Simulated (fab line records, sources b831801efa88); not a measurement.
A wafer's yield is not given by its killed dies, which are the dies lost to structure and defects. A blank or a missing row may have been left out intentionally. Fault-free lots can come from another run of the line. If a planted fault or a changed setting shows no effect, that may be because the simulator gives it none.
One fault through the eyes of 2 desks || flow sky130 || what lay behind the numbers comes last; until then each desk has only its own

## FROM THE METROLOGY DESK
What the gauges read, lot by lot, whatever tool the lot ran on: means of the sampled wafers that have a number. A lot is out of limits, marked OUT, if its mean lies more than 4 standard deviations from the usual mean; the brackets give that distance.
Columns: A = VIA4_OVL at SKY_VIA4_OVL_MEAS_11, usual 0.7 nm; B = VIA4_W_RS at SKY_VIA4_RS_MEAS_19, usual 0.2291 ohm/sq; C = VIA4_W_THK at SKY_VIA4_THK_MEAS_20, usual 509 nm; D = METAL5_ALCU_RS at SKY_METAL5_RS_MEAS_05, usual 0.02703 ohm/sq; E = METAL5_ALCU_THK at SKY_METAL5_THK_MEAS_06, usual 1148 nm; F = PASSIVATION_CVD_00_THK at SKY_PASSIVATION_THK_MEAS_01, usual 90.0 nm; G = PASSIVATION_CVD_02_THK at SKY_PASSIVATION_THK_MEAS_03, usual 537 nm
{"lot": "L962", "first seen here": "day 43 08:23", "A": 0.5, "B": 0.2307, "C": 508, "D": 0.02705, "E": 1158, "F": 88.5, "G": 538}
{"lot": "L963", "first seen here": "day 43 10:52", "A": 1.6, "B": 0.2273, "C": 513, "D": 0.02704, "E": 1146, "F": 90.1, "G": 539}
{"lot": "L966", "first seen here": "day 44 06:55", "A": -0.9, "B": 0.2287, "C": 513, "D": 0.02679, "E": 1169, "F": 92.2, "G": 536}
{"lot": "L973", "first seen here": "day 46 09:20", "A": 3.6, "B": 0.2281, "C": 517, "D": 0.02732, "E": 1142, "F": 90.5, "G": 542}
{"lot": "L979", "first seen here": "day 47 15:38", "A": -4.1, "B": 0.2307, "C": 503, "D": 0.02718, "E": 1141, "F": 90.5, "G": 530}
Finding of this desk: none of the 5 lots has anything out of limits.

## TOOL OWNER'S DESK, pvdSputter-04
The tool's own readings at SKY_METAL5_SPUTTER_00 (material Ti, target thk 15 nm, time 10 s): means of the sampled wafers that have a number, for each lot that ran on this tool. A lot is out of limits, marked OUT, if its mean lies more than 4 standard deviations from the usual mean; the brackets give that distance.
Columns: A = throttleValvePct at SKY_METAL5_SPUTTER_00, usual 30.0 %
{"lot": "L963", "first seen here": "day 43 12:32", "A": 30.7}
{"lot": "L966", "first seen here": "day 44 08:19", "A": 30.5}
{"lot": "L973", "first seen here": "day 46 10:46", "A": 29.5}
Finding of this desk: none of the 3 lots has anything out of limits.

## ALL TOGETHER
Nothing out of limits was seen by the metrology desk.
The desk of the tool owner found nothing out of limits.

## WHAT WAS PUT IN BY THE SIMULATOR
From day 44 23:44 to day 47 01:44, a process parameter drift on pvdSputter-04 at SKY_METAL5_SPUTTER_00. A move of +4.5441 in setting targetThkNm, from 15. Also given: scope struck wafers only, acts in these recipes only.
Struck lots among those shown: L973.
